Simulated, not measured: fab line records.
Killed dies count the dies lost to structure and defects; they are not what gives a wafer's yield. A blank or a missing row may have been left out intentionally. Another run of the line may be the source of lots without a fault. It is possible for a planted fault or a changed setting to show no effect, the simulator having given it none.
Tool commonality check || flow gf180mcu || Sampled: 13 lots, 39 wafers

## WHAT PROMPTED THE OPENING
At GF_MVPSD_TW_MEAS_11 the reading MVPSD_TW is flagged on 1 of 13 lots. No-fault wafers: 557, standard deviation 3.8.
Rule: a lot is flagged in two cases, either no wafer of it has a number, or all its wafers with numbers fall more than 4 standard deviations from that mean. The rest of the lots are taken to be sound.

{"lot": "L993", "measured": "day 5 04:11", "on": "film_metro-03", "MVPSD_TW, wafer by wafer": "559 561 564", "flag": ""}
{"lot": "L994", "measured": "day 5 05:57", "on": "film_metro-03", "MVPSD_TW, wafer by wafer": "561 561 562", "flag": ""}
{"lot": "L997", "measured": "day 5 22:17", "on": "film_metro-04", "MVPSD_TW, wafer by wafer": "554 556 553", "flag": ""}
{"lot": "L999", "measured": "day 6 12:34", "on": "film_metro-04", "MVPSD_TW, wafer by wafer": "558 562 558", "flag": ""}
{"lot": "L100", "measured": "day 7 02:44", "on": "film_metro-04", "MVPSD_TW, wafer by wafer": "553 553 551", "flag": ""}
{"lot": "L103", "measured": "day 7 23:16", "on": "film_metro-01", "MVPSD_TW, wafer by wafer": "558 562 559", "flag": ""}
{"lot": "L105", "measured": "day 8 03:56", "on": "film_metro-01", "MVPSD_TW, wafer by wafer": "30 30 30", "flag": "FLAGGED"}
{"lot": "L107", "measured": "day 8 15:26", "on": "film_metro-01", "MVPSD_TW, wafer by wafer": "559 563 565", "flag": ""}
{"lot": "L109", "measured": "day 8 21:05", "on": "film_metro-01", "MVPSD_TW, wafer by wafer": "560 560 563", "flag": ""}
{"lot": "L110", "measured": "day 9 02:26", "on": "film_metro-04", "MVPSD_TW, wafer by wafer": "556 551 553", "flag": ""}
{"lot": "L113", "measured": "day 10 07:32", "on": "film_metro-01", "MVPSD_TW, wafer by wafer": "559 556 559", "flag": ""}
{"lot": "L114", "measured": "day 10 14:32", "on": "film_metro-04", "MVPSD_TW, wafer by wafer": "555 555 555", "flag": ""}
{"lot": "L116", "measured": "day 11 07:37", "on": "film_metro-01", "MVPSD_TW, wafer by wafer": "560 562 560", "flag": ""}
On average the flagged lots read 30, which is -527 against the usual, or -99 or more standard deviations.

## WHICH TOOL EACH LOT WENT THROUGH
The record keeps 1 process step preceding the reading, out of 602 steps on the route. Each cell gives the tool, then ch followed by the chambers the sampled wafers passed through, then the start.
{"lot": "L993", "flag": "", "GF_MVPSD_EXPOSE_04": "iline_stepper-02 ch 0, day 4 21:17"}
{"lot": "L994", "flag": "", "GF_MVPSD_EXPOSE_04": "iline_stepper-02 ch 0, day 4 22:09"}
{"lot": "L997", "flag": "", "GF_MVPSD_EXPOSE_04": "iline_stepper-01 ch 0, day 5 14:51"}
{"lot": "L999", "flag": "", "GF_MVPSD_EXPOSE_04": "iline_stepper-01 ch 0, day 6 05:14"}
{"lot": "L100", "flag": "", "GF_MVPSD_EXPOSE_04": "iline_stepper-01 ch 0, day 6 19:14"}
{"lot": "L103", "flag": "", "GF_MVPSD_EXPOSE_04": "iline_stepper-02 ch 0, day 7 14:56"}
{"lot": "L105", "flag": "FLAGGED", "GF_MVPSD_EXPOSE_04": "iline_stepper-02 ch 0, day 7 20:26"}
{"lot": "L107", "flag": "", "GF_MVPSD_EXPOSE_04": "iline_stepper-02 ch 0, day 8 07:08"}
{"lot": "L109", "flag": "", "GF_MVPSD_EXPOSE_04": "iline_stepper-01 ch 0, day 8 12:40"}
{"lot": "L110", "flag": "", "GF_MVPSD_EXPOSE_04": "iline_stepper-01 ch 0, day 8 17:53"}
{"lot": "L113", "flag": "", "GF_MVPSD_EXPOSE_04": "iline_stepper-02 ch 0, day 9 22:17"}
{"lot": "L114", "flag": "", "GF_MVPSD_EXPOSE_04": "iline_stepper-02 ch 0, day 10 05:39"}
{"lot": "L116", "flag": "", "GF_MVPSD_EXPOSE_04": "iline_stepper-01 ch 0, day 10 22:00"}
What the steps here do:
- GF_MVPSD_EXPOSE_04: exposes mask MVPSD, target cd 1000 nm.
- GF_MVPSD_TW_MEAS_11

## FLAGGED AGAINST TOTAL, ONE TOOL AT A TIME (gauges that did the reading follow at the end)
{"step": "GF_MVPSD_EXPOSE_04", "tool": "iline_stepper-01", "lots run": 6, "flagged": 0, "share of the flagged lots": "none", "sound lots run after its first flagged lot": "-"}
{"step": "GF_MVPSD_EXPOSE_04", "tool": "iline_stepper-02", "lots run": 7, "flagged": 1, "share of the flagged lots": "all", "sound lots run after its first flagged lot": "3 (L107,L113,L114)"}
{"step": "GF_MVPSD_TW_MEAS_11", "tool": "film_metro-01", "lots run": 6, "flagged": 1, "share of the flagged lots": "all", "sound lots run after its first flagged lot": "4 (L107,L109,L113,L116)"}
{"step": "GF_MVPSD_TW_MEAS_11", "tool": "film_metro-03", "lots run": 2, "flagged": 0, "share of the flagged lots": "none", "sound lots run after its first flagged lot": "-"}
{"step": "GF_MVPSD_TW_MEAS_11", "tool": "film_metro-04", "lots run": 5, "flagged": 0, "share of the flagged lots": "none", "sound lots run after its first flagged lot": "-"}

## THE TABLE: WHAT IT ALLOWS
Every flagged lot went through 2 rows of the table: iline_stepper-02 at GF_MVPSD_EXPOSE_04 and film_metro-01 at GF_MVPSD_TW_MEAS_11.
- iline_stepper-02 at GF_MVPSD_EXPOSE_04: 1 of its 7 lots flagged. After the first flagged lot (L107, L113, L114), sound lots still ran on it; a lasting fault on the whole tool would not permit that.
- film_metro-01 at GF_MVPSD_TW_MEAS_11: 1 of its 6 lots flagged. After the first flagged lot (L107, L109, L113, L116), sound lots still ran on it; a lasting fault on the whole tool would not permit that.
Every row of the table either missed a flagged lot or ran a sound lot after the first.

## WHAT HAD BEEN PUT IN BY THE SIMULATOR
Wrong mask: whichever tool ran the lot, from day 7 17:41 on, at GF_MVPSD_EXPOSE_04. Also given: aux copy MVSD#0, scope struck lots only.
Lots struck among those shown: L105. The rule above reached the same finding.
